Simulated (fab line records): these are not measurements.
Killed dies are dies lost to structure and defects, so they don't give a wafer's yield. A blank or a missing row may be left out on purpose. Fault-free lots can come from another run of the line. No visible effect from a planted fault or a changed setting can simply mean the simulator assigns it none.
What tool caused it? + flow sky130 + 72 wafers from 24 lots sampled at 6 of the route's 708 steps

== WHAT EACH GAUGE READ, for each wafer ==
SKY_VIA4_RS_MEAS_19: uses a four-point probe to measure.
| lot  | measured     | on            | VIA4_W_RS (ohm/sq)   |
|------|--------------|---------------|----------------------|
| L074 | day 42 23:26 | film_metro-02 | 0.2276 0.2263 0.2305 |
| L075 | day 43 05:53 | film_metro-02 | 0.2311 0.2307 0.2294 |
| L076 | day 43 11:49 | film_metro-01 | 0.2300 0.2327 0.2298 |
| L077 | day 44 01:41 | film_metro-01 | 0.2308 0.2302 0.2304 |
| L079 | day 44 17:28 | film_metro-04 | 0.2266 0.2245 0.2319 |
| L078 | day 44 21:11 | film_metro-01 | 0.2249 0.2261 0.2248 |
| L080 | day 45 00:04 | film_metro-01 | 0.2270 0.2227 0.2305 |
| L081 | day 45 01:05 | film_metro-01 | 0.2239 0.2244 0.2303 |
| L082 | day 45 02:16 | film_metro-02 | 0.2273 0.2257 0.2237 |
| L083 | day 45 13:52 | film_metro-01 | 0.2301 0.2284 0.2260 |
| L084 | day 45 22:03 | film_metro-04 | 0.2301 0.2331 0.2279 |
| L085 | day 46 01:16 | film_metro-01 | 0.2299 0.2272 0.2308 |
| L086 | day 46 06:48 | film_metro-01 | 0.2288 0.2303 0.2327 |
| L087 | day 46 08:54 | film_metro-01 | 0.2296 0.2314 0.2270 |
| L088 | day 46 16:24 | film_metro-01 | 0.2301 0.2249 0.2262 |
| L089 | day 46 17:43 | film_metro-04 | 0.2308 0.2281 0.2312 |
| L090 | day 47 07:13 | film_metro-02 | 0.2238 0.2304 0.2250 |
| L091 | day 47 12:52 | film_metro-02 | 0.2298 0.2264 0.2250 |
| L092 | day 47 16:15 | film_metro-01 | 0.2326 0.2325 0.2282 |
| L093 | day 47 22:20 | film_metro-01 | 0.2281 0.2306 0.2313 |
| L095 | day 48 07:50 | film_metro-04 | 0.2258 0.2262 0.2251 |
| L094 | day 48 11:19 | film_metro-01 | 0.2265 0.2249 0.2250 |
| L096 | day 48 16:27 | film_metro-01 | 0.2250 0.2221 0.2233 |
| L097 | day 48 20:49 | film_metro-01 | 0.2265 0.2303 0.2276 |

SKY_VIA4_THK_MEAS_20: measures by xrf.
| lot  | measured     | on            | VIA4_W_THK (nm) |
|------|--------------|---------------|-----------------|
| L074 | day 42 23:33 | film_metro-02 | 489 488 480     |
| L075 | day 43 06:01 | film_metro-02 | 482 484 484     |
| L076 | day 43 11:56 | film_metro-01 | 498 492 503     |
| L077 | day 44 01:47 | film_metro-01 | 497 492 495     |
| L079 | day 44 17:35 | film_metro-04 | 510 513 496     |
| L078 | day 44 21:17 | film_metro-01 | 505 502 503     |
| L080 | day 45 00:11 | film_metro-01 | 508 517 497     |
| L081 | day 45 01:12 | film_metro-01 | 514 511 500     |
| L082 | day 45 02:21 | film_metro-02 | 486 492 492     |
| L083 | day 45 13:59 | film_metro-01 | 499 504 510     |
| L084 | day 45 22:08 | film_metro-04 | 504 494 507     |
| L085 | day 46 01:23 | film_metro-01 | 500 507 498     |
| L086 | day 46 06:54 | film_metro-01 | 501 499 493     |
| L087 | day 46 09:01 | film_metro-01 | 500 494 507     |
| L088 | day 46 16:31 | film_metro-01 | 498 511 510     |
| L089 | day 46 17:50 | film_metro-04 | 498 507 495     |
| L090 | day 47 07:20 | film_metro-02 | 499 484 496     |
| L091 | day 47 12:58 | film_metro-02 | 486 492 496     |
| L092 | day 47 16:22 | film_metro-01 | 495 495 506     |
| L093 | day 47 22:27 | film_metro-01 | 502 500 502     |
| L095 | day 48 07:56 | film_metro-04 | 503 507 507     |
| L094 | day 48 11:26 | film_metro-01 | 500 508 503     |
| L096 | day 48 16:34 | film_metro-01 | 504 513 507     |
| L097 | day 48 20:55 | film_metro-01 | 503 496 502     |

== TOOL THAT RAN EACH LOT (tool first, then ch and the chambers of the sampled wafers, then the start) ==
| lot  | SKY_VIA2_SPUTTER_20          | SKY_METAL3_SPUTTER_03        | SKY_VIA3_CMP_02               | SKY_VIA3_ETCH_15                   |
|------|------------------------------|------------------------------|-------------------------------|------------------------------------|
| L074 | pvd_sputter-04, day 36 11:32 | pvd_sputter-02, day 36 12:18 | cmp-02 ch 1,2, day 38 16:40   | rie_diel-04 ch 1,2, day 39 18:08   |
| L075 | pvd_sputter-02, day 36 21:10 | pvd_sputter-01, day 36 21:55 | cmp-02 ch 0,1,2, day 39 02:05 | rie_diel-02 ch 0,1,2, day 40 03:32 |
| L076 | pvd_sputter-03, day 36 23:07 | pvd_sputter-02, day 36 23:52 | cmp-02 ch 0,2, day 39 05:41   | rie_diel-04 ch 0,1,3, day 40 07:29 |
| L077 | pvd_sputter-03, day 37 16:55 | pvd_sputter-02, day 37 17:40 | cmp-02 ch 1,2, day 39 22:57   | rie_diel-01 ch 0,1,3, day 40 22:50 |
| L079 | pvd_sputter-03, day 38 11:39 | pvd_sputter-02, day 38 12:25 | cmp-02 ch 0,1,3, day 40 16:57 | rie_diel-04 ch 0,3, day 41 17:41   |
| L078 | pvd_sputter-03, day 38 13:55 | pvd_sputter-04, day 38 14:40 | cmp-01 ch 1,3, day 40 19:08   | rie_diel-01 ch 0,3, day 41 20:21   |
| L080 | pvd_sputter-03, day 38 18:13 | pvd_sputter-02, day 38 19:05 | cmp-02 ch 2,3, day 40 22:23   | rie_diel-04 ch 0,3, day 41 22:45   |
| L081 | pvd_sputter-02, day 38 19:45 | pvd_sputter-01, day 38 20:38 | cmp-02 ch 0,1,2, day 40 23:50 | rie_diel-02 ch 1,2, day 42 00:00   |
| L082 | pvd_sputter-02, day 38 21:19 | pvd_sputter-01, day 38 22:11 | cmp-02 ch 0,1, day 41 01:17   | rie_diel-01 ch 1,2, day 42 01:59   |
| L083 | pvd_sputter-04, day 39 08:29 | pvd_sputter-01, day 39 09:23 | cmp-02 ch 0,2,3, day 41 12:46 | rie_diel-04 ch 0,2,3, day 42 13:12 |
| L084 | pvd_sputter-02, day 39 18:14 | pvd_sputter-04, day 39 18:59 | cmp-02 ch 0,1, day 41 22:21   | rie_diel-04 ch 0,1,2, day 42 22:53 |
| L085 | pvd_sputter-02, day 39 23:25 | pvd_sputter-04, day 40 00:10 | cmp-01 ch 0,3, day 42 02:52   | rie_diel-01 ch 0,1,3, day 43 02:21 |
| L086 | pvd_sputter-02, day 40 07:11 | pvd_sputter-04, day 40 07:56 | cmp-02 ch 0,2,3, day 42 10:02 | rie_diel-02 ch 2,3, day 43 09:09   |
| L087 | pvd_sputter-03, day 40 07:50 | pvd_sputter-04, day 40 08:35 | cmp-02 ch 0,1,3, day 42 10:46 | rie_diel-04 ch 2,3, day 43 10:45   |
| L088 | pvd_sputter-03, day 40 18:15 | pvd_sputter-02, day 40 19:00 | cmp-01 ch 1,2,3, day 42 20:47 | rie_diel-04 ch 1,3, day 43 19:13   |
| L089 | pvd_sputter-03, day 40 19:28 | pvd_sputter-01, day 40 20:13 | cmp-02 ch 1,2, day 42 21:40   | rie_diel-04 ch 1,3, day 43 20:50   |
| L090 | pvd_sputter-04, day 41 09:54 | pvd_sputter-02, day 41 10:40 | cmp-02 ch 0,1, day 43 12:28   | rie_diel-02 ch 1,2,3, day 44 10:47 |
| L091 | pvd_sputter-04, day 41 15:34 | pvd_sputter-02, day 41 16:19 | cmp-02 ch 0,2, day 43 17:35   | rie_diel-01 ch 2,3, day 44 16:26   |
| L092 | pvd_sputter-04, day 41 21:21 | pvd_sputter-04, day 41 22:14 | cmp-01 ch 0,1,2, day 43 22:24 | rie_diel-02 ch 0,2,3, day 44 21:00 |
| L093 | pvd_sputter-04, day 42 04:09 | pvd_sputter-01, day 42 04:54 | cmp-02 ch 0,1,2, day 44 05:13 | rie_diel-04 ch 1,2, day 45 03:39   |
| L095 | pvd_sputter-03, day 42 15:47 | pvd_sputter-04, day 42 16:38 | cmp-01 ch 0,1,2, day 44 16:16 | rie_diel-01 ch 1,2, day 45 15:20   |
| L094 | pvd_sputter-04, day 42 21:00 | pvd_sputter-04, day 42 21:46 | cmp-02 ch 0,1,3, day 44 20:29 | rie_diel-01 ch 2,3, day 45 18:44   |
| L096 | pvd_sputter-04, day 43 01:50 | pvd_sputter-01, day 43 03:04 | cmp-01 ch 0,2,3, day 45 01:09 | rie_diel-01 ch 1,2,3, day 45 23:02 |
| L097 | pvd_sputter-04, day 43 07:17 | pvd_sputter-01, day 43 08:03 | cmp-01 ch 1,2,3, day 45 06:11 | rie_diel-04 ch 1,2,3, day 46 03:54 |
- SKY_VIA2_SPUTTER_20: material TiN, target thk 20 nm, time 80 s.
- SKY_METAL3_SPUTTER_03: material Ti, target thk 5 nm, time 3.3 s.
- SKY_VIA3_CMP_02: polishes SiO2.
- SKY_VIA3_ETCH_15: etches SiO2 in C4F8/O2/Ar, stops on TiN, target depth 507 nm, time 78 s.

== AS READ BY THE TOOLS THEMSELVES (means over the sampled wafers that have a number; for cases with no such wafer, the mark the record gives instead) ==
SKY_VIA2_SPUTTER_20.
| lot  | tool           | throttle_valve_pct (%) |
|------|----------------|------------------------|
| L074 | pvd_sputter-04 | 29.2                   |
| L075 | pvd_sputter-02 | 30.1                   |
| L076 | pvd_sputter-03 | 29.5                   |
| L077 | pvd_sputter-03 | 29.7                   |
| L079 | pvd_sputter-03 | 29.4                   |
| L078 | pvd_sputter-03 | 29.0                   |
| L080 | pvd_sputter-03 | 29.7                   |
| L081 | pvd_sputter-02 | 30.2                   |
| L082 | pvd_sputter-02 | 29.8                   |
| L083 | pvd_sputter-04 | 30.0                   |
| L084 | pvd_sputter-02 | 29.9                   |
| L085 | pvd_sputter-02 | 30.3                   |
| L086 | pvd_sputter-02 | 30.4                   |
| L087 | pvd_sputter-03 | 29.6                   |
| L088 | pvd_sputter-03 | 29.4                   |
| L089 | pvd_sputter-03 | 29.7                   |
| L090 | pvd_sputter-04 | 29.4                   |
| L091 | pvd_sputter-04 | 30.4                   |
| L092 | pvd_sputter-04 | 29.9                   |
| L093 | pvd_sputter-04 | 30.2                   |
| L095 | pvd_sputter-03 | 29.3                   |
| L094 | pvd_sputter-04 | 30.2                   |
| L096 | pvd_sputter-04 | 30.6                   |
| L097 | pvd_sputter-04 | 29.6                   |

SKY_METAL3_SPUTTER_03.
| lot  | tool           | throttle_valve_pct (%) |
|------|----------------|------------------------|
| L074 | pvd_sputter-02 | 30.3                   |
| L075 | pvd_sputter-01 | 30.6                   |
| L076 | pvd_sputter-02 | 30.4                   |
| L077 | pvd_sputter-02 | 30.1                   |
| L079 | pvd_sputter-02 | 30.3                   |
| L078 | pvd_sputter-04 | 29.7                   |
| L080 | pvd_sputter-02 | 30.2                   |
| L081 | pvd_sputter-01 | 30.3                   |
| L082 | pvd_sputter-01 | 30.2                   |
| L083 | pvd_sputter-01 | 30.4                   |
| L084 | pvd_sputter-04 | 30.6                   |
| L085 | pvd_sputter-04 | 29.8                   |
| L086 | pvd_sputter-04 | 30.6                   |
| L087 | pvd_sputter-04 | 29.9                   |
| L088 | pvd_sputter-02 | 30.6                   |
| L089 | pvd_sputter-01 | 30.5                   |
| L090 | pvd_sputter-02 | 30.0                   |
| L091 | pvd_sputter-02 | 30.2                   |
| L092 | pvd_sputter-04 | 30.0                   |
| L093 | pvd_sputter-01 | 30.9                   |
| L095 | pvd_sputter-04 | 30.0                   |
| L094 | pvd_sputter-04 | 30.5                   |
| L096 | pvd_sputter-01 | 31.3                   |
| L097 | pvd_sputter-01 | 31.3                   |

SKY_VIA3_CMP_02.
| lot  | tool   | motor_current_A (A) |
|------|--------|---------------------|
| L074 | cmp-02 | 12.6                |
| L075 | cmp-02 | 12.0                |
| L076 | cmp-02 | 11.9                |
| L077 | cmp-02 | 12.6                |
| L079 | cmp-02 | 11.8                |
| L078 | cmp-01 | 14.0                |
| L080 | cmp-02 | 11.1                |
| L081 | cmp-02 | 11.9                |
| L082 | cmp-02 | 12.5                |
| L083 | cmp-02 | 11.3                |
| L084 | cmp-02 | 12.4                |
| L085 | cmp-01 | 13.2                |
| L086 | cmp-02 | 11.3                |
| L087 | cmp-02 | 11.4                |
| L088 | cmp-01 | 13.0                |
| L089 | cmp-02 | 12.8                |
| L090 | cmp-02 | 11.7                |
| L091 | cmp-02 | 12.5                |
| L092 | cmp-01 | 12.5                |
| L093 | cmp-02 | 12.4                |
| L095 | cmp-01 | 12.4                |
| L094 | cmp-02 | 11.4                |
| L096 | cmp-01 | 12.5                |
| L097 | cmp-01 | 13.7                |

SKY_VIA3_ETCH_15.
| lot  | tool        | oes_product_au (a.u.) |
|------|-------------|-----------------------|
| L074 | rie_diel-04 | 0.946                 |
| L075 | rie_diel-02 | 0.947                 |
| L076 | rie_diel-04 | 0.943                 |
| L077 | rie_diel-01 | 0.943                 |
| L079 | rie_diel-04 | 0.943                 |
| L078 | rie_diel-01 | 0.945                 |
| L080 | rie_diel-04 | 0.946                 |
| L081 | rie_diel-02 | 0.952                 |
| L082 | rie_diel-01 | 0.949                 |
| L083 | rie_diel-04 | 0.947                 |
| L084 | rie_diel-04 | 0.940                 |
| L085 | rie_diel-01 | 0.950                 |
| L086 | rie_diel-02 | 0.946                 |
| L087 | rie_diel-04 | 0.950                 |
| L088 | rie_diel-04 | 0.944                 |
| L089 | rie_diel-04 | 0.947                 |
| L090 | rie_diel-02 | 0.945                 |
| L091 | rie_diel-01 | 0.945                 |
| L092 | rie_diel-02 | 0.945                 |
| L093 | rie_diel-04 | 0.946                 |
| L095 | rie_diel-01 | 0.949                 |
| L094 | rie_diel-01 | 0.945                 |
| L096 | rie_diel-01 | 0.941                 |
| L097 | rie_diel-04 | 0.946                 |

== THE ANSWER, worked out from the rows above alone ==
Rule: what is usual is taken from the lots themselves. The widest of any qualifying gaps counts: lots, ordered by their means at a reading, are off when they make up no more than a third of the lots, leave a main group of 4 or more, and stand apart from it by 3 or more times the standard deviation of that group's means. If all means in a main group match to the digits the tables above print for the reading, that group is not used. A lot without any number at a reading at which 4 lots or more have one is off too. Where the step has rows for the other lots, those lots are counted as sound. Order of review: gauges by route order, followed by the tools' own readings, for which a lot's mean as printed above is used. The first step at which some lot is off is used, and at that step the reading that is off furthest; a lot without a number counts as furthest.
Across all readings shown, no lot is off: no conclusion can be drawn from this.

== WHAT WAS PUT IN BY THE SIMULATOR ==
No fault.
